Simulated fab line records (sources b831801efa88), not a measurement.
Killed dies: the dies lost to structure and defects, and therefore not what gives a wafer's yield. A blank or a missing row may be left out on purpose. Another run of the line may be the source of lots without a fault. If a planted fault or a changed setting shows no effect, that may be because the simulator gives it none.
A lot that was struck, set against a sound lot | flow gf180mcu | 43 out of 602 route steps
Sound: the wafers L964.2, L964.3, L964.5. Wafers L968.2, L968.3, L968.4 were the ones struck. Last of all comes the cause.
Order at every step that has rows: each side's tool, ch and its chambers, its first start. Under that, the readings that differ: sound wafers | struck wafers | difference of the means | sigmas: that difference in standard deviations of wafers without a fault.
alike: a reading whose means differ by less than 2 such deviations, as well as words and numbers matching on both sides. not compared: withheld readings; readings where some wafer has no value; bounds like >300 that might hide an equal value; numbers whose values overlap and for which the record gives no deviation.
A row with sigmas, a row that says differs or no value, or rows on one side alone: a step with any of these is where the two part. Numbers that have no deviation but don't overlap get no sigmas and don't part them. A reading that every wafer of one side lacks parts them only if that side has two wafers or more.

first, 2 steps without rows for these wafers: GF_LVPWELL_IMPLANT_08; GF_LVPWELL_IMPLANT_09.
GF_LVPWELL_STRIP_10: strips in O2/N2.
  sound on plasma-asher-01 ch 0,1, day 5 18:41; struck on plasma-asher-02 ch 0,1, day 6 18:01
  alike: chamber-pressure-mTorr, drypump-motor-current-A, heater-power-w, oes-product-au, strip-time-to-endpoint-s
  not compared: rf-hours-counter-h
GF_LVPWELL_TW_MEAS_11:
  sound: film-metro-02 at day 5 18:48; struck: film-metro-01 at day 6 18:08
  reading    | sound       | struck      | difference | sigmas
  LVPWELL_TW | 569 571 571 | 544 545 548 | -25        | -3
then, 7 steps without rows for these wafers: GF_MVSD_DEHYDRATE_00 (time 60 s); GF_MVSD_HMDS_01 (prime time 57.7 s); GF_MVSD_COAT_02 (resist thk 3000 nm); GF_MVSD_SOFTBAKE_03; GF_MVSD_EXPOSE_04 (exposes mask MVSD, target cd 1000 nm); GF_MVSD_PEB_05; GF_MVSD_DEVELOP_06 (develop time 60 s).
GF_MVSD_OVL_MEAS_07:
  sound: overlay-01 at day 6 09:02; struck: overlay-01 at day 7 09:34
  alike: MVSD_OVL
GF_MVSD_IMPLANT_08:
  sound on implanter-02 ch 0, day 6 09:06; struck on implanter-04 ch 0, day 7 09:37
  reading            | sound            | struck            | difference | sigmas
  beam-on-s (s)      | 9.80 10.05 10.02 | 12.53 12.61 12.81 | +2.69      | +13
  faraday-current-uA | 92.1 90.1 89.9   | 71.9 71.4 70.2    | -19.5      | -11
next, for these wafers, 1 step has no rows: GF_MVSD_IMPLANT_09.
GF_MVSD_STRIP_10: strips in O2/N2.
  sound on plasma-asher-04 ch 0,1, day 6 09:22; struck on plasma-asher-04 ch 0,1, day 7 09:53
  alike: chamber-pressure-mTorr, drypump-motor-current-A, heater-power-w, oes-product-au, strip-time-to-endpoint-s
  not compared: rf-hours-counter-h
GF_MVSD_TW_MEAS_11:
  sound: film-metro-04 at day 6 09:29; struck: film-metro-01 at day 7 10:00
  reading | sound          | struck         | difference | sigmas
  MVSD_TW | 1574 1574 1575 | 1655 1653 1655 | +80        | +3
  not compared: hold
then, 6 steps without rows for these wafers: GF_MVPSD_HMDS_01 (prime time 60 s); GF_MVPSD_COAT_02 (resist thk 3000 nm); GF_MVPSD_SOFTBAKE_03; GF_MVPSD_EXPOSE_04 (exposes mask MVPSD, target cd 1000 nm); GF_MVPSD_PEB_05; GF_MVPSD_DEVELOP_06 (develop time 60 s).
GF_MVPSD_OVL_MEAS_07:
  sound: overlay-01 at day 7 01:11; struck: overlay-01 at day 8 01:30
  alike: MVPSD_OVL
then, 2 steps without rows for these wafers: GF_MVPSD_IMPLANT_08; GF_MVPSD_IMPLANT_09.
GF_MVPSD_STRIP_10: strips in O2/N2.
  sound on plasma-asher-02 ch 1, day 7 01:31; struck on plasma-asher-01 ch 0,1, day 8 01:50
  reading                      | sound             | struck            | difference | sigmas
  strip-time-to-endpoint-s (s) | 37.12 37.01 37.09 | 36.76 36.92 36.98 | -0.19      | -2
  alike: chamber-pressure-mTorr, drypump-motor-current-A, heater-power-w, oes-product-au
  not compared: rf-hours-counter-h
GF_MVPSD_TW_MEAS_11:
  sound: film-metro-01 at day 7 01:38; struck: film-metro-04 at day 8 01:56
  alike: MVPSD_TW
then, 7 steps without rows for these wafers: GF_VT_IMPLANT_DEHYDRATE_00 (time 60 s); GF_VT_IMPLANT_HMDS_01 (prime time 60 s); GF_VT_IMPLANT_COAT_02 (resist thk 1000 nm); GF_VT_IMPLANT_SOFTBAKE_03 (time 60 s); GF_VT_IMPLANT_EXPOSE_04 (exposes mask LVPWELL LV AREA, target cd 600 nm); GF_VT_IMPLANT_PEB_05; GF_VT_IMPLANT_DEVELOP_06 (develop time 60 s).
GF_VT_IMPLANT_OVL_MEAS_07:
  sound: overlay-01 at day 7 16:55; struck: overlay-01 at day 8 18:12
  alike: VT_IMPLANT_OVL
next, for these wafers, 1 step has no rows: GF_VT_IMPLANT_IMPLANT_08.
GF_VT_IMPLANT_STRIP_09: strips in O2/N2.
  sound on plasma-asher-01 ch 0, day 7 17:05; struck on plasma-asher-01 ch 0,1, day 8 18:23
  alike: chamber-pressure-mTorr, drypump-motor-current-A, heater-power-w, oes-product-au, strip-time-to-endpoint-s
  not compared: rf-hours-counter-h
GF_VT_IMPLANT_TW_MEAS_10:
  sound: film-metro-03 at day 7 17:12; struck: film-metro-02 at day 8 18:29
  alike: VT_IMPLANT_TW
then, 3 steps without rows for these wafers: GF_VT_IMPLANT_DEHYDRATE_11 (time 60 s); GF_VT_IMPLANT_HMDS_12 (prime time 60 s); GF_VT_IMPLANT_COAT_13 (resist thk 1000 nm).
-- the record jumps here: 2 days lie between the struck wafers' starts before and after --
GF_VT_IMPLANT_RS_MEAS_46: measures by four-point-probe.
  sound: film-metro-01 at day 9 20:20; struck: film-metro-01 at day 11 00:59
  reading          | sound             | struck            | difference | sigmas
  MVSD_RS (ohm/sq) | 455.9 455.7 456.0 | 406.7 408.2 407.6 | -48.4      | -44
  not compared: hold
GF_PASSIVATION_PROBE_99:
  the record holds rows for the sound wafers here (prober-01, day 31 08:00) but none for the struck ones

WHERE THEY PART
At GF_LVPWELL_TW_MEAS_11 first; at GF_PASSIVATION_PROBE_99 last (within this record only).

WHY: what the simulator had put in
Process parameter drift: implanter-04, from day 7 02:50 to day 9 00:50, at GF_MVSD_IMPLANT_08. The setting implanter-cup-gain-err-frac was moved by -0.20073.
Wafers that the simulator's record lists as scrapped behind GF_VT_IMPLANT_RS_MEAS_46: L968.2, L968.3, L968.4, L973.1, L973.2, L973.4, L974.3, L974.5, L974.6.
